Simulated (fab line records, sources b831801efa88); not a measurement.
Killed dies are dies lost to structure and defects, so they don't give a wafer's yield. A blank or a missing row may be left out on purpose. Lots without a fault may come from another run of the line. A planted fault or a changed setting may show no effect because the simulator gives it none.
fab line records | flow sky130
record lots=5 wafers=15 last_day=49
route steps=708 shown LOCAL_INTERCONNECT@394 CONTACT@406
lots that met no fault: from a run of the same line without faults
start_h: hours from the record's first day to the start of the lot's first wafer shown | wait_h: hours since the lot's step before | " the same as in the row above | L1.1+2: a row that stands for several wafers | - no value, or no start given | * or withheld: withheld | < > ~ a bound
route shown NAME@n: a module of which the file shows steps, and the number in the route of the first | usual: mean/standard deviation of fault-free wafers | same: alike in all rows | chamber/n: place in a boat | sites: the reading at each site | _std_site: their standard deviation | _edge_site: outer sites' mean less inner sites' | radius_mm: how far each site lies from the wafer's centre | mask NAME#n: copy n | behind: the tool/chamber that last shaped the wafer | hold: why the lot was held/for how many hours/how that ended | device: the transistor (n, p or np) that didn't switch | end of line: the same wafers' tests at the end of the route | a step without rows: its recipe alone | killed: dies lost to structure and defects at the first sort, not the wafer's yield | map: a wafer's dies, x killed, . not, _ none there
set.NAME: the setting as run; set.NAME@STEP: as run at that earlier step | model.NAME: the simulator's own value behind a step, which no gauge read
lots at some steps of the route; a table a step, a row a wafer
services: from which hour (start_h, from the record's first day; less than 0 if before it) a tool's chamber was out of use, for how many hours, and why
## steps
# step SKY_LOCAL_INTERCONNECT_SOFTBAKE_07
# recipe temp_c=100 time_s=90 resist=KrF-thick
# columns lot.wafer tool chamber start_h wait_h
L076.1+3+4 litho_track-03 0 - -
L079.1+2+4 litho_track-03 0 - -
L081.2+3+6 litho_track-04 0 - -
L082.2+4+5 litho_track-03 0 - -
L088.2+3+5 litho_track-01 0 - -
# step SKY_LOCAL_INTERCONNECT_EXPOSE_08
# recipe mask_id=LI1M na=0.8 source_shape=annular sigma_inner=0.55 sigma_outer=0.85 target_cd_nm=170 dose_mj=28
# columns lot.wafer tool chamber start_h wait_h mask
L076.1+3+4 krf_scanner-02 0 - - LI1M#0
L079.1+2+4 krf_scanner-02 0 - - LI1M#0
L081.2+3+6 krf_scanner-02 0 - - LI1M#0
L082.2+4+5 krf_scanner-02 0 - - LI1M#0
L088.2+3+5 krf_scanner-01 0 - - LI1M#0
# step SKY_LOCAL_INTERCONNECT_PEB_09
# recipe peb_temp_c=withheld peb_time_s=withheld resist=KrF-thick
# columns lot.wafer tool chamber start_h wait_h
L076.1+3+4 litho_track-01 0 - -
L079.1+2+4 litho_track-04 0 - -
L081.2+3+6 litho_track-04 0 - -
L082.2+4+5 litho_track-03 0 - -
L088.2+3+5 litho_track-01 0 - -
# step SKY_LOCAL_INTERCONNECT_DEVELOP_10
# recipe develop_time_s=60 resist=KrF-thick dev_temp_c=21
# columns lot.wafer tool chamber start_h wait_h
L076.1+3+4 litho_track-01 0 - -
L079.1+2+4 litho_track-04 0 - -
L081.2+3+6 litho_track-04 0 - -
L082.2+4+5 litho_track-03 0 - -
L088.2+3+5 litho_track-01 0 - -
# step SKY_LOCAL_INTERCONNECT_CD_MEAS_11
# recipe target_cd_nm=170
# usual cd_nm=169.7/1.5
# columns lot.wafer tool chamber start_h wait_h cd_nm
L076.1 cd_sem-02 - 749.10 - 169.8
L076.3 " - " " 169.5
L076.4 " - " " 170.7
L079.1 cd_sem-02 - 769.40 - 168.9
L079.2 " - " " 169.8
L079.4 " - " " 170.3
L081.2 cd_sem-02 - 783.82 - 170.5
L081.3 " - " " 171.1
L081.6 " - " " 170.6
L082.2 cd_sem-02 - 788.77 - 169.7
L082.4 " - " " 169.6
L082.5 " - " " 169.6
L088.2 cd_sem-02 - 838.02 - 171.2
L088.3 " - " " 169.9
L088.5 " - " " 169.4
# step SKY_LOCAL_INTERCONNECT_OVL_MEAS_12
# usual LOCAL_INTERCONNECT_OVL=0/6.3
# columns lot.wafer tool chamber start_h wait_h LOCAL_INTERCONNECT_OVL[nm]
L076.1 overlay-01 - 749.22 0.1 2
L076.3 " - " " 0
L076.4 " - " " 1
L079.1 overlay-01 - 769.52 0.1 3
L079.2 " - " " 1
L079.4 " - " " 1
L081.2 overlay-02 - 783.93 0.1 2
L081.3 " - " " -4
L081.6 " - " " 1
L082.2 overlay-02 - 788.87 0.1 -5
L082.4 " - " " -9
L082.5 " - " " -8
L088.2 overlay-02 - 838.12 0.1 5
L088.3 " - " " -3
L088.5 " - " " -2
# step SKY_LOCAL_INTERCONNECT_ETCH_13
# recipe chemistry=N2/H2 target=BARC ion_energy_ev=200 bias_w=100 pressure_mtorr=30 n2_flow_sccm=100 h2_flow_sccm=200 icp_w=507.2 stop_on=SiO2 time_s=45.9 target_depth_a=600
# usual drypump_motor_current_A=5.9/0.35 oes_product_au=0.854/0.0051 throttle_valve_pct=13.225/0.0092
# columns lot.wafer tool chamber start_h wait_h drypump_motor_current_A oes_product_au rf_hours_counter_h throttle_valve_pct
L076.1 rie_metal-02 0 749.25 0.0 6.1 0.857 12 13.217
L076.3 " 0 " " 6.1 0.862 - 13.220
L076.4 " 0 " " 6.1 0.860 - 13.231
L079.1 rie_metal-04 0 769.56 0.0 6.3 0.847 7 13.226
L079.2 " 1 " " 5.6 0.856 2 13.233
L079.4 " 1 " " 5.6 0.848 - 13.213
L081.2 rie_metal-04 0 783.96 0.0 6.3 0.851 7 13.230
L081.3 " 0 " " 6.3 0.853 - 13.215
L081.6 " 1 " " 5.6 0.844 - 13.229
L082.2 rie_metal-04 1 788.90 0.0 5.5 0.856 2 13.217
L082.4 " 0 " " 6.3 0.853 - 13.231
L082.5 " 1 " " 5.6 0.862 - 13.230
L088.2 rie_metal-01 1 838.15 0.0 5.4 0.856 11 13.230
L088.3 " 1 " " 5.4 0.851 - 13.234
L088.5 " 0 " " 5.9 0.859 - 13.225
# step SKY_LOCAL_INTERCONNECT_METAL_ETCH_14
# recipe target_depth_nm=110 stop_on=PSG chemistry=Cl2/BCl3 target=TiN resist_sidewall_deg=88 pressure_mtorr=10 icp_w=900 bias_w=48.5 Cl2_flow_sccm=60 bcl3_flow_sccm=30 time_s=31.4
# usual drypump_motor_current_A=5.9/0.36 oes_product_au=0.940/0.0074 throttle_valve_pct=21.902/0.01
# columns lot.wafer tool chamber start_h wait_h drypump_motor_current_A oes_product_au rf_hours_counter_h throttle_valve_pct
L076.1 rie_metal-02 0 749.38 0.1 6.1 0.943 12 21.907
L076.3 " 0 " " 6.1 0.949 - 21.888
L076.4 " 0 " " 6.1 0.946 - 21.907
L079.1 rie_metal-04 0 769.62 0.0 6.3 0.935 7 21.887
L079.2 " 1 " " 5.6 0.930 2 21.886
L079.4 " 1 " " 5.6 0.927 - 21.899
L081.2 rie_metal-04 0 784.02 0.0 6.3 0.936 7 21.899
L081.3 " 0 " " 6.3 0.941 - 21.910
L081.6 " 1 " " 5.6 0.937 - 21.895
L082.2 rie_metal-04 1 788.97 0.0 5.6 0.943 2 21.914
L082.4 " 0 " " 6.3 0.935 - 21.902
L082.5 " 1 " " 5.5 0.947 - 21.900
L088.2 rie_metal-01 1 838.22 0.0 5.4 0.937 12 21.895
L088.3 " 1 " " 5.3 0.944 - 21.902
L088.5 " 0 " " 5.9 0.933 - 21.892
# step SKY_LOCAL_INTERCONNECT_STRIP_15
# recipe chemistry=O2/N2 power_w=1400 pressure_mtorr=1500 platen_temp_c=withheld o2_flow_sccm=3000 n2_flow_sccm=300 overash_fraction=0.5
# usual drypump_motor_current_A=5.7/0.38 oes_product_au=0.426/0.0043 strip_time_to_endpoint_s=4.710/0.017
# same overash_fraction=0.5
# columns lot.wafer tool chamber start_h wait_h drypump_motor_current_A oes_product_au rf_hours_counter_h strip_time_to_endpoint_s
L076.1 plasma_asher-03 1 749.48 0.1 5.6 0.423 94 4.728
L076.3 " 1 " " 5.6 0.424 - 4.719
L076.4 " 0 " " 5.6 0.422 - 4.729
L079.1 plasma_asher-03 1 769.67 0.0 5.6 0.424 96 4.693
L079.2 " 0 " " 5.7 0.426 96 4.711
L079.4 " 1 " " 5.6 0.433 - 4.691
L081.2 plasma_asher-02 0 784.07 0.0 5.7 0.424 60 4.684
L081.3 " 0 " " 5.7 0.424 - 4.707
L081.6 " 0 " " 5.7 0.421 - 4.710
L082.2 plasma_asher-01 1 789.02 0.0 5.7 0.429 5 4.712
L082.4 " 0 " " 5.0 0.424 - 4.698
L082.5 " 1 " " 5.7 0.423 - 4.734
L088.2 plasma_asher-02 1 838.27 0.0 6.3 0.426 65 4.735
L088.3 " 0 " " 5.7 0.419 - 4.737
L088.5 " 1 " " 6.3 0.423 - 4.694
# step SKY_LOCAL_INTERCONNECT_STRIP_16
# recipe chemistry=post_etch_residue_remover time_s=1200 temp_c=72.5
# columns lot.wafer tool chamber start_h wait_h
L076.1+3+4 wet_bench-03 1 749.58 0.1
L079.1+2+4 wet_bench-03 1 769.77 0.1
L081.2+3+6 wet_bench-01 1 784.17 0.1
L082.2+4+5 wet_bench-02 1 789.12 0.1
L088.2+3+5 wet_bench-01 1 838.37 0.1
# step SKY_LOCAL_INTERCONNECT_CLEAN_17
# recipe chemistry=IPA time_s=180 temp_c=25
# columns lot.wafer tool chamber start_h wait_h
L076.1+3+4 wet_bench-02 2 749.99 0.0
L079.1+2+4 wet_bench-02 0 770.11 0.0
L081.2+3+6 wet_bench-03 3 784.51 0.0
L082.2+4+5 wet_bench-01 3 789.80 0.0
L088.2+3+5 wet_bench-03 3 838.71 0.0
# step SKY_LOCAL_INTERCONNECT_CLEAN_18
# recipe chemistry=O3/DIW dry=n2_spin
# columns lot.wafer tool chamber start_h wait_h
L076.1+3+4 wet_bench-03 3 750.05 0.0
L079.1+2+4 wet_bench-01 1 770.17 0.0
L081.2+3+6 wet_bench-02 2 784.57 0.0
L082.2+4+5 wet_bench-03 3 789.86 0.0
L088.2+3+5 wet_bench-01 2 838.77 0.0
# step SKY_CONTACT_CVD_00
# recipe material=Si3N4 target_thk_nm=75 temp_c=400 time_s=withheld rf_w=450
# usual heater_power_w=687/86 susceptor_temp_C=400.05/0.22
# columns lot.wafer tool chamber start_h wait_h heater_power_w susceptor_temp_C
L076.1 pecvd-01 2 750.16 0.0 671 399.99
L076.3 " 1 " " 640 399.95
L076.4 " 1 " " 624 399.97
L079.1 pecvd-04 1 770.36 0.0 795 399.82
L079.2 " 0 " " 707 399.89
L079.4 " 1 " " 808 400.15
L081.2 pecvd-01 0 784.67 0.0 691 400.04
L081.3 " 2 " " 768 400.45
L081.6 " 0 " " 701 399.96
L082.2 pecvd-02 2 789.95 0.0 584 399.89
L082.4 " 1 " " 665 399.92
L082.5 " 2 " " 593 399.94
L088.2 pecvd-02 1 838.86 0.0 800 400.03
L088.3 " 0 " " 627 400.12
L088.5 " 0 " " 627 400.20
# step SKY_CONTACT_THK_MEAS_01
# recipe reads=Si3N4_of_CONTACT_CVD_00
# usual CONTACT_CVD_00_THK=75.1/0.89
# columns lot.wafer tool chamber start_h wait_h CONTACT_CVD_00_THK[nm]
L076.1 film_metro-01 - 750.19 - 74.7
L076.3 " - " " 74.9
L076.4 " - " " 76.5
L079.1 film_metro-01 - 770.39 - 74.7
L079.2 " - " " 74.6
L079.4 " - " " 75.3
L081.2 film_metro-01 - 784.72 - 74.0
L081.3 " - " " 75.1
L081.6 " - " " 77.0
L082.2 film_metro-02 - 789.99 - 74.5
L082.4 " - " " 76.1
L082.5 " - " " 74.8
L088.2 film_metro-03 - 838.90 - 75.0
L088.3 " - " " 74.3
L088.5 " - " " 75.6
# step SKY_CONTACT_HDPCVD_02
# recipe material=SiO2 target_thk_nm=565 sigma_open_frac=0.3 time_s=94.2 temp_c=600 sih4_flow_sccm=60 pressure_mtorr=6
# usual susceptor_temp_C=599.99/0.26
# columns lot.wafer tool chamber start_h wait_h susceptor_temp_C
L076.1 hdpcvd-02 2 750.25 0.1 600.15
L076.3 " 0 " " 599.25
L076.4 " 2 " " 600.17
L079.1 hdpcvd-01 0 770.45 0.1 599.96
L079.2 " 1 " " 599.77
L079.4 " 1 " " 599.98
L081.2 hdpcvd-02 0 784.77 0.0 599.92
L081.3 " 2 " " 599.95
L081.6 " 1 " " 599.69
L082.2 hdpcvd-01 2 790.04 0.0 599.52
L082.4 " 1 " " 599.87
L082.5 " 0 " " 599.98
L088.2 hdpcvd-02 1 838.95 0.0 600.22
L088.3 " 0 " " 599.81
L088.5 " 0 " " 600.27
# step SKY_CONTACT_THK_MEAS_03
# recipe reads=SiO2_of_CONTACT_HDPCVD_02
# usual CONTACT_HDPCVD_THK=565/7
# columns lot.wafer tool chamber start_h wait_h CONTACT_HDPCVD_THK[nm]
L076.1 film_metro-02 - 750.32 0.0 554
L076.3 " - " " 554
L076.4 " - " " 556
L079.1 film_metro-03 - 770.52 0.0 572
L079.2 " - " " 574
L079.4 " - " " 572
L081.2 film_metro-02 - 784.85 0.0 566
L081.3 " - " " 565
L081.6 " - " " 565
L082.2 film_metro-01 - 790.12 0.0 573
L082.4 " - " " 568
L082.5 " - " " 574
L088.2 film_metro-02 - 839.07 0.1 559
L088.3 " - " " 562
L088.5 " - " " 568
# step SKY_CONTACT_CMP_04
# recipe material=SiO2 down_force_psi=4 platen_rpm=60 pad_velocity_m_s=0.94248
# usual head_pressure_psi=3.999/0.0089 motor_current_A=12.6/1.3 time_to_endpoint_s=83/5
# columns lot.wafer tool chamber start_h wait_h head_pressure_psi motor_current_A time_to_endpoint_s
L076.3 cmp-01 0 750.38 0.0 4.008 13.3 78
L076.4 " 1 " " 4.011 14.7 71
L076.1 " 3 " " 4.010 11.2 75
L079.2 cmp-02 0 770.58 0.0 3.986 13.3 91
L079.4 " 1 " " 4.003 13.3 86
L079.1 " 2 " " 3.983 11.8 83
L081.2 cmp-02 1 784.95 0.1 3.997 13.4 85
L081.3 " 3 " " 4.007 10.8 86
L081.6 " 1 " " 4.006 13.3 86
L082.4 cmp-02 0 790.17 0.0 4.001 13.1 91
L082.2 " 3 " " 4.013 11.0 90
L082.5 " 1 " " 3.996 13.3 88
L088.2 cmp-02 0 839.12 0.0 3.985 12.4 90
L088.3 " 1 " " 4.003 13.6 84
L088.5 " 0 " " 4.002 12.9 91
# step SKY_CONTACT_BOW_MEAS_05
# recipe mode=bow
# usual CONTACT_BOW=83/6.6
# columns lot.wafer tool chamber start_h wait_h CONTACT_BOW[um]
L076.1 film_metro-03 - 750.68 0.1 90
L076.3 " - " " 84
L076.4 " - " " 80
L079.1 film_metro-03 - 770.88 0.1 77
L079.2 " - " " 80
L079.4 " - " " 94
L081.2 film_metro-01 - 785.22 0.2 76
L081.3 " - " " 84
L081.6 " - " " 73
L082.2 film_metro-02 - 790.49 0.1 80
L082.4 " - " " 82
L082.5 " - " " 73
L088.2 film_metro-03 - 839.44 0.3 89
L088.3 " - " " 82
L088.5 " - " " 81
# step SKY_CONTACT_DEHYDRATE_06
# recipe temp_c=200 time_s=60
# columns lot.wafer tool chamber start_h wait_h
L076.1+3+4 litho_track-03 0 763.65 12.9
L079.1+2+4 litho_track-03 0 784.25 13.3
L081.2+3+6 litho_track-02 0 798.90 13.7
L082.2+4+5 litho_track-01 0 802.67 12.2
L088.2+3+5 litho_track-03 0 852.37 12.9
# step SKY_CONTACT_HMDS_07
# recipe prime_time_s=60 prime_temp_c=120
# columns lot.wafer tool chamber start_h wait_h
L076.1+3+4 litho_track-03 0 763.80 0.1
L079.1+2+4 litho_track-03 0 784.40 0.1
L081.2+3+6 litho_track-02 0 799.05 0.1
L082.2+4+5 litho_track-01 0 802.82 0.1
L088.2+3+5 litho_track-03 0 852.52 0.1
# step SKY_CONTACT_COAT_08
# recipe resist=BARC temp_c=withheld time_s=withheld spin_rpm=3000 resist_thk_nm=60
# columns lot.wafer tool chamber start_h wait_h
L076.1+3+4 litho_track-03 0 763.95 0.1
L079.1+2+4 litho_track-03 0 784.55 0.1
L081.2+3+6 litho_track-02 0 799.20 0.1
L082.2+4+5 litho_track-01 0 802.97 0.1
L088.2+3+5 litho_track-03 0 852.67 0.1
# step SKY_CONTACT_COAT_09
# recipe resist=KrF-thick spin_rpm=3000 resist_thk_nm=450
# columns lot.wafer tool chamber start_h wait_h
L076.1+3+4 litho_track-03 0 - -
L079.1+2+4 litho_track-03 0 - -
L081.2+3+6 litho_track-02 0 - -
L082.2+4+5 litho_track-01 0 - -
L088.2+3+5 litho_track-03 0 - -
# step SKY_CONTACT_SOFTBAKE_10
# recipe temp_c=101.2 time_s=90 resist=KrF-thick
# columns lot.wafer tool chamber start_h wait_h
L076.1+3+4 litho_track-03 0 - -
L079.1+2+4 litho_track-03 0 - -
L081.2+3+6 litho_track-02 0 - -
L082.2+4+5 litho_track-01 0 - -
L088.2+3+5 litho_track-03 0 - -
# step SKY_CONTACT_EXPOSE_11
# recipe mask_id=CTM1 na=0.8 source_shape=annular sigma_inner=0.55 sigma_outer=0.85 target_cd_nm=170 dose_mj=38
# columns lot.wafer tool chamber start_h wait_h mask
L076.1+3+4 krf_scanner-02 0 - - CTM1#0
L079.1+2+4 krf_scanner-01 0 - - CTM1#0
L081.2+3+6 krf_scanner-02 0 - - CTM1#0
L082.2+4+5 krf_scanner-01 0 - - CTM1#0
L088.2+3+5 krf_scanner-02 0 - - CTM1#0
# step SKY_CONTACT_PEB_12
# recipe peb_temp_c=withheld peb_time_s=withheld resist=KrF-thick
# columns lot.wafer tool chamber start_h wait_h
L076.1+3+4 litho_track-01 0 - -
L079.1+2+4 litho_track-01 0 - -
L081.2+3+6 litho_track-03 0 - -
L082.2+4+5 litho_track-02 0 - -
L088.2+3+5 litho_track-03 0 - -
# step SKY_CONTACT_DEVELOP_13
# recipe develop_time_s=60 resist=KrF-thick dev_temp_c=21
# columns lot.wafer tool chamber start_h wait_h
L076.1+3+4 litho_track-01 0 - -
L079.1+2+4 litho_track-01 0 - -
L081.2+3+6 litho_track-03 0 - -
L082.2+4+5 litho_track-02 0 - -
L088.2+3+5 litho_track-03 0 - -
# step SKY_CONTACT_CD_MEAS_14
# recipe target_cd_nm=170
# usual cd_nm=170.0/1.6
# columns lot.wafer tool chamber start_h wait_h cd_nm
L076.1 cd_sem-01 - 778.30 - 166.8
L076.3 " - " " 166.6
L076.4 " - " " 167.4
L079.1 cd_sem-02 - 799.05 - 172.2
L079.2 " - " " 171.7
L079.4 " - " " 172.9
L081.2 cd_sem-02 - 812.97 - 169.2
L081.3 " - " " 168.9
L081.6 " - " " 168.7
L082.2 cd_sem-01 - 817.25 - 169.1
L082.4 " - " " 168.8
L082.5 " - " " 168.8
L088.2 cd_sem-02 - 866.47 - 168.6
L088.3 " - " " 168.6
L088.5 " - " " 167.2
# step SKY_CONTACT_OVL_MEAS_15
# usual CONTACT_OVL=-1/4.9
# columns lot.wafer tool chamber start_h wait_h CONTACT_OVL[nm]
L076.1 overlay-02 - 778.42 0.1 4
L076.3 " - " " -3
L076.4 " - " " -3
L079.1 overlay-01 - 799.17 0.1 -5
L079.2 " - " " -3
L079.4 " - " " -4
L081.2 overlay-01 - 813.07 0.1 -5
L081.3 " - " " -10
L081.6 " - " " -6
L082.2 overlay-02 - 817.36 0.1 -1
L082.4 " - " " 6
L082.5 " - " " -3
L088.2 overlay-01 - 866.57 0.1 4
L088.3 " - " " 0
L088.5 " - " " -1
# step SKY_CONTACT_ETCH_16
# recipe chemistry=N2/H2 target=BARC ion_energy_ev=200 source_w=500 bias_w=100 pressure_mtorr=30 n2_flow_sccm=100 h2_flow_sccm=200 stop_on=SiO2 time_s=45.9 target_depth_a=600
# usual drypump_motor_current_A=5.7/0.31 oes_product_au=0.855/0.0047 throttle_valve_pct=13.224/0.01
# columns lot.wafer tool chamber start_h wait_h drypump_motor_current_A oes_product_au rf_hours_counter_h throttle_valve_pct
L076.1 rie_diel-04 1 778.45 0.0 5.8 0.844 4 13.221
L076.3 " 0 " " 5.5 0.859 40 13.214
L076.4 " 3 " " 5.7 0.851 17 13.236
L079.1 rie_diel-03 1 799.20 0.0 5.8 0.855 6 13.241
L079.2 " 0 " " 5.8 0.847 14 13.224
L079.4 " 0 " " 5.8 0.853 - 13.218
L081.2 rie_diel-03 2 813.10 0.0 5.2 0.852 5 13.222
L081.3 " 3 " " 6.4 0.860 5 13.219
L081.6 " 1 " " 5.8 0.851 - 13.217
L082.2 rie_diel-01 2 817.39 0.0 5.3 0.853 0 13.214
L082.4 " 0 " " 6.2 0.852 3 13.232
L082.5 " 0 " " 6.2 0.853 - 13.232
L088.2 rie_diel-04 3 866.60 0.0 5.7 0.853 20 13.242
L088.3 " 2 " " 5.5 0.852 12 13.231
L088.5 " 2 " " 5.5 0.860 - 13.213
# step SKY_CONTACT_ETCH_17
# recipe target=SiO2 chemistry=C4F8/O2/Ar stop_on=Si3N4 mask_material=KrF-thick source_w=1500 bias_w=1200 pressure_mtorr=40 c4f8_flow_sccm=withheld O2_flow_sccm=6 Ar_flow_sccm=300 time_s=withheld target_depth_a=3400
# usual oes_product_au=0.892/0.005
# columns lot.wafer tool chamber start_h wait_h oes_product_au
L076.1 rie_diel-04 1 778.49 0.0 0.892
L076.3 " 0 " " 0.888
L076.4 " 3 " " 0.898
L079.1 rie_diel-03 1 799.25 0.0 0.886
L079.2 " 0 " " 0.898
L079.4 " 0 " " 0.887
L081.2 rie_diel-03 2 813.15 0.0 0.889
L081.3 " 3 " " 0.892
L081.6 " 1 " " 0.886
L082.2 rie_diel-01 2 817.43 0.0 0.890
L082.4 " 0 " " 0.890
L082.5 " 0 " " 0.896
L088.2 rie_diel-04 3 866.65 0.0 0.892
L088.3 " 2 " " 0.885
L088.5 " 2 " " 0.897
# step SKY_CONTACT_ETCH_18
# recipe target=Si3N4 chemistry=CHF3/O2 stop_on=TiN source_w=600 bias_w=200 pressure_mtorr=40 chf3_flow_sccm=50 O2_flow_sccm=5 time_s=39 target_depth_a=750
# usual chf3_flow_sccm=50.00/0.16 drypump_motor_current_A=5.7/0.31 oes_product_au=0.855/0.0072 throttle_valve_pct=8.794/0.0087
# columns lot.wafer tool chamber start_h wait_h chf3_flow_sccm drypump_motor_current_A oes_product_au rf_hours_counter_h throttle_valve_pct
L076.1 rie_diel-04 1 - - 50.01 5.8 0.851 4 8.791
L076.3 " 0 " " 49.57 5.5 0.848 40 8.797
L076.4 " 3 " " 50.07 5.6 0.870 17 8.783
L079.1 rie_diel-03 1 - - 49.99 5.8 0.848 6 8.788
L079.2 " 0 " " 50.25 5.7 0.855 14 8.797
L079.4 " 0 " " 50.11 5.7 0.853 - 8.801
L081.2 rie_diel-03 2 - - 50.26 5.2 0.856 5 8.796
L081.3 " 3 " " 50.20 6.4 0.859 5 8.787
L081.6 " 1 " " 49.90 5.7 0.874 - 8.789
L082.2 rie_diel-01 2 - - 50.34 5.2 0.854 0 8.790
L082.4 " 0 " " 49.98 6.2 0.870 3 8.791
L082.5 " 0 " " 50.06 6.1 0.843 - 8.785
L088.2 rie_diel-04 3 - - 49.74 5.7 0.859 20 8.793
L088.3 " 2 " " 49.82 5.5 0.853 12 8.780
L088.5 " 2 " " 50.08 5.5 0.856 - 8.800
# step SKY_CONTACT_STRIP_19
# recipe chemistry=O2/N2 power_w=1400 pressure_mtorr=1500 platen_temp_c=withheld o2_flow_sccm=3000 n2_flow_sccm=300 overash_fraction=0.5
# usual drypump_motor_current_A=5.6/0.34 oes_product_au=0.380/0.0044 strip_time_to_endpoint_s=3.61/0.036
# same overash_fraction=0.5
# columns lot.wafer tool chamber start_h wait_h drypump_motor_current_A oes_product_au rf_hours_counter_h strip_time_to_endpoint_s
L076.1 plasma_asher-01 1 778.59 - 5.7 0.386 4 3.58
L076.3 " 0 " " 5.0 0.379 - 3.64
L076.4 " 1 " " 5.7 0.376 - 3.51
L079.1 plasma_asher-03 1 799.34 - 5.6 0.376 99 3.54
L079.2 " 0 " " 5.7 0.383 99 3.59
L079.4 " 0 " " 5.7 0.380 - 3.59
L081.2 plasma_asher-04 0 813.24 - 6.2 0.387 37 3.67
L081.3 " 0 " " 6.2 0.382 - 3.66
L081.6 " 0 " " 6.2 0.382 - 3.66
L082.2 plasma_asher-04 1 817.52 - 5.7 0.383 37 3.59
L082.4 " 0 " " 6.2 0.386 - 3.59
L082.5 " 1 " " 5.7 0.377 - 3.58
L088.2 plasma_asher-01 1 866.74 - 5.7 0.381 13 3.62
L088.3 " 0 " " 5.0 0.378 - 3.58
L088.5 " 1 " " 5.7 0.381 - 3.56
# step SKY_CONTACT_STRIP_20
# recipe chemistry=post_etch_residue_remover time_s=1200 temp_c=72.5
# columns lot.wafer tool chamber start_h wait_h
L076.1+3+4 wet_bench-04 2 778.68 0.1
L079.1+2+4 wet_bench-04 2 799.44 0.1
L081.2+3+6 wet_bench-02 2 813.34 0.1
L082.2+4+5 wet_bench-04 0 817.62 0.1
L088.2+3+5 wet_bench-04 3 866.84 0.1
# step SKY_CONTACT_CLEAN_21
# recipe chemistry=IPA time_s=180 temp_c=25
# columns lot.wafer tool chamber start_h wait_h
L076.1+3+4 wet_bench-02 1 779.03 0.0
L079.1+2+4 wet_bench-01 1 799.81 0.0
L081.2+3+6 wet_bench-04 0 813.71 0.0
L082.2+4+5 wet_bench-02 3 818.02 0.0
L088.2+3+5 wet_bench-02 1 867.18 0.0
# step SKY_CONTACT_CLEAN_22
# recipe chemistry=O3/DIW dry=n2_spin
# columns lot.wafer tool chamber start_h wait_h
L076.1+3+4 wet_bench-04 1 779.10 0.0
L079.1+2+4 wet_bench-04 3 799.87 0.0
L081.2+3+6 wet_bench-04 1 813.78 0.0
L082.2+4+5 wet_bench-01 1 818.08 0.0
L088.2+3+5 wet_bench-01 3 867.25 0.0
# step SKY_CONTACT_SPUTTER_23
# recipe material=TiN target_thk_nm=20 chamber_pressure_pa=5 power_w=4000 time_s=80
# usual throttle_valve_pct=30.1/1
# columns lot.wafer tool chamber start_h wait_h throttle_valve_pct
L076.1 pvd_sputter-02 - 779.19 0.0 29.7
L076.3 " - " " 30.9
L076.4 " - " " 29.6
L079.1 pvd_sputter-01 - 799.97 0.0 28.8
L079.2 " - " " 30.4
L079.4 " - " " 31.6
L081.2 pvd_sputter-03 - 813.89 0.0 28.8
L081.3 " - " " 30.8
L081.6 " - " " 32.0
L082.2 pvd_sputter-02 - 818.18 0.0 29.5
L082.4 " - " " 30.1
L082.5 " - " " 29.6
L088.2 pvd_sputter-03 - 867.34 0.0 29.0
L088.3 " - " " 30.7
L088.5 " - " " 31.6
# step SKY_CONTACT_CVD_24
# recipe material=W target_thk_nm=340 time_s=102.12 temp_c=400 pressure_torr=40
# usual heater_power_w=843/56 susceptor_temp_C=400.04/0.22
# columns lot.wafer tool chamber start_h wait_h heater_power_w since_wet_clean_h susceptor_temp_C
L076.1 cvd_w-02 1 779.25 0.0 794 375 399.99
L076.3 " 0 " " 894 - 400.03
L076.4 " 1 " " 763 - 399.75
L079.1 cvd_w-02 1 800.03 0.0 772 396 400.10
L079.2 " 0 " " 901 396 399.88
L079.4 " 0 " " 893 - 399.83
L081.2 cvd_w-02 0 813.95 0.0 919 410 400.18
L081.3 " 1 " " 777 - 400.08
L081.6 " 1 " " 788 - 399.99
L082.2 cvd_w-01 1 818.24 0.0 808 914 399.93
L082.4 " 0 " " 879 - 400.08
L082.5 " 0 " " 880 - 400.13
L088.2 cvd_w-02 1 867.40 0.0 794 463 400.11
L088.3 " 1 " " 765 - 399.95
L088.5 " 0 " " 920 - 400.00
# step SKY_CONTACT_RS_MEAS_25
# recipe thk_meas_gauge=four-point-probe reads=W_of_CONTACT_CVD_24+TiN_of_CONTACT_SPUTTER_23
# usual CONTACT_W_RS=0.337/0.0031
# columns lot.wafer tool chamber start_h wait_h CONTACT_W_RS[ohm/sq]
L076.1 film_metro-01 - 779.36 0.1 0.332
L076.3 " - " " 0.334
L076.4 " - " " 0.334
L079.1 film_metro-01 - 800.14 0.1 0.334
L079.2 " - " " 0.337
L079.4 " - " " 0.336
L081.2 film_metro-02 - 814.08 0.1 0.344
L081.3 " - " " 0.339
L081.6 " - " " 0.340
L082.2 film_metro-03 - 818.37 0.1 0.344
L082.4 " - " " 0.341
L082.5 " - " " 0.340
L088.2 film_metro-03 - 867.53 0.1 0.330
L088.3 " - " " 0.332
L088.5 " - " " 0.333
# step SKY_CONTACT_THK_MEAS_26
# recipe thk_meas_gauge=xrf reads=W_of_CONTACT_CVD_24
# usual CONTACT_W_THK=348/3.7
# columns lot.wafer tool chamber start_h wait_h CONTACT_W_THK[nm]
L076.1 film_metro-01 - 779.48 0.1 351
L076.3 " - " " 352
L076.4 " - " " 352
L079.1 film_metro-01 - 800.26 0.1 346
L079.2 " - " " 344
L079.4 " - " " 346
L081.2 film_metro-02 - 814.19 0.1 343
L081.3 " - " " 347
L081.6 " - " " 348
L082.2 film_metro-03 - 818.48 0.1 338
L082.4 " - " " 342
L082.5 " - " " 344
L088.2 film_metro-03 - 867.64 0.1 349
L088.3 " - " " 347
L088.5 " - " " 347
## services
# columns tool chamber start_h hours kind
wet_bench-03 - 712.24 2.2 repair
krf_scanner-01 - 714.44 1.0 pm
rie_diel-04 0 723.89 24.5 repair
krf_scanner-01 - 729.35 3.0 pm
krf_scanner-02 - 733.68 1.4 repair
cmp-02 - 743.89 0.7 repair
wet_bench-01 - 754.54 1.9 repair
rie_diel-03 - 758.03 2.8 pm
cmp-02 - 759.26 1.0 repair
rie_diel-03 1 765.50 7.6 repair
krf_scanner-02 - 768.35 1.3 pm
krf_scanner-02 - 782.19 1.0 pm
rie_diel-04 2 791.05 6.6 repair
cmp-02 - 792.21 2.7 pm
rie_diel-03 3 793.70 11.2 repair
wet_bench-03 - 802.80 2.4 repair
rie_metal-04 - 804.12 1.2 repair
krf_scanner-02 - 832.55 0.2 repair
rie_diel-03 2 840.82 10.4 repair
rie_diel-03 - 841.95 0.6 repair
krf_scanner-02 - 844.94 3.6 pm
cmp-02 - 847.37 3.4 repair
krf_scanner-02 - 858.76 0.8 pm
rie_diel-04 1 858.88 27.6 repair
## key
fault none
